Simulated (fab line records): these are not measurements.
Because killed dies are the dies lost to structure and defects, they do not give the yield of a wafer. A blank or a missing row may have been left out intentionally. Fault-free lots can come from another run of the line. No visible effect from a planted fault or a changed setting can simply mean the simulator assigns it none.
Matching of chambers | flow gf180mcu | GF_M5_ETCH_09 on rieDiel-04 has 4 sister chambers
The step etches Si3N4 in CF4/O2, target depth 52 nm, time 11.6 s. 8 wafers are shown with their chamber, then 12 later ones without.

## WAFERS PAIRED WITH THEIR CHAMBERS
wafer  | chamber | oesProductAu (a.u.) | throttleValvePct (%)
L087.1 | 2       | 1.020               | 5.973
L087.4 | 3       | 0.989               | 5.973
L087.5 | 2       | 1.009               | 5.970
L090.1 | 0       | 1.004               | 5.977
L090.3 | 3       | 0.983               | 5.968
L091.2 | 1       | 0.990               | 5.952
L091.5 | 1       | 1.001               | 5.962
L091.6 | 0       | 0.983               | 5.972

## WAFERS WHOSE CHAMBER IS MISSING
wafer  | oesProductAu (a.u.) | throttleValvePct (%)
L092.1 | 0.987               | 5.970
L092.2 | 0.999               | 5.965
L092.3 | 1.001               | 5.975
L092.4 | 0.986               | 5.981
L092.5 | 0.984               | 5.957
L092.6 | 0.995               | 5.961
L095.1 | 1.004               | 5.966
L095.2 | 0.986               | 5.962
L095.6 | 0.986               | 5.961
L097.1 | 0.997               | 5.956
L097.4 | 0.995               | 5.974
L097.5 | 0.996               | 5.985

## EACH ONE'S CHAMBER
wafer  | from the rows above               | in truth
L092.1 | can't be placed: 3 or 0           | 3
L092.2 | can't be placed: 1 or 3 or 2 or 0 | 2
L092.3 | can't be placed: 0 or 2 or 3      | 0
L092.4 | can't be placed: 0 or 3           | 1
L092.5 | can't be placed: 1 or 3           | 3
L092.6 | can't be placed: 1 or 3           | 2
L095.1 | can't be placed: 2 or 3 or 0 or 1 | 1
L095.2 | can't be placed: 1 or 3 or 0      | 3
L095.6 | can't be placed: 1 or 3 or 0      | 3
L097.1 | 1                                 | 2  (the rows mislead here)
L097.4 | can't be placed: 0 or 3 or 2      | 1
L097.5 | can't be placed: 0 or 3 or 2      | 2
Correct placement for 0 of the 12. These rows do not allow placing 11 (true chamber among the candidates in 8). Placed wrongly: 1.
How it was worked out, from the rows above alone: a wafer's distance from a chamber is the root of the sum, over the readings, of the square of ((its reading less the chamber's mean) divided by the reading's scatter). The wafer belongs to the nearest chamber; if the next one is less than 2 further off, it can't be placed. Each chamber's mean is taken over the wafers shown for it. The scatter is the square root of a quotient: the sum, over the shown wafers, of each reading's squared deviation from its chamber's mean, divided by wafers minus chambers.
